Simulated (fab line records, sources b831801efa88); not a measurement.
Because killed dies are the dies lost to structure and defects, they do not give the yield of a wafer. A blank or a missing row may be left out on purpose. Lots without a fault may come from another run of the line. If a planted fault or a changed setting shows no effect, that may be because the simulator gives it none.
Matching of chambers | flow gf180mcu | GF_V4_CMP_04 on cmp-01: 4 sister chambers
The step polishes SiO2. 8 wafers are shown with their chamber, then 8 later ones without.

== EACH WAFER AND ITS CHAMBER ==
wafer  | chamber | motor current A (A) | time to endpoint s (s)
L736.5 | 3       | 12.6                | 86
L739.3 | 0       | 13.0                | 88
L739.4 | 3       | 13.3                | 96
L740.1 | 0       | 12.9                | 85
L740.2 | 1       | 12.6                | 82
L741.5 | 2       | 11.6                | 83
L741.6 | 1       | 12.4                | 84
L749.1 | 2       | 11.3                | 75

== WAFERS MISSING THEIR CHAMBER ==
wafer  | motor current A (A) | time to endpoint s (s)
L749.3 | 12.6                | 81
L749.6 | 13.1                | 84
L750.1 | 12.1                | 81
L750.2 | 13.7                | 79
L750.4 | 11.9                | 83
L751.1 | 12.6                | 83
L751.2 | 13.9                | 78
L751.4 | 12.7                | 90

== WHICH CHAMBER EACH ONE RAN IN ==
wafer  | from the rows above          | in truth
L749.3 | can't be placed: 1 or 0 or 3 | 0
L749.6 | can't be placed: 0 or 3 or 1 | 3
L750.1 | can't be placed: 1 or 2 or 0 | 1
L750.2 | can't be placed: 0 or 3 or 1 | 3
L750.4 | can't be placed: 2 or 1 or 0 | 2
L751.1 | can't be placed: 1 or 0 or 3 | 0
L751.2 | can't be placed: 0 or 3 or 1 | 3
L751.4 | can't be placed: 3 or 0 or 1 | 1
Correct placement for 0 of the 8. Unplaceable from these rows: 8, with the true chamber sitting among the candidates in 8. Placed wrongly: 0.
How it was worked out, from the rows above alone: a wafer's distance from a chamber is the root of the sum, over the readings, of the square of ((its reading less the chamber's mean) divided by the reading's scatter). The wafer belongs to the nearest chamber; if the next one is less than 2 further off, it can't be placed. For every chamber, the mean is computed from those of its wafers that are shown. How the scatter is found: for the shown wafers, subtract from each reading the mean of its chamber, square and add these, divide the total by (wafers less chambers), then take the root.
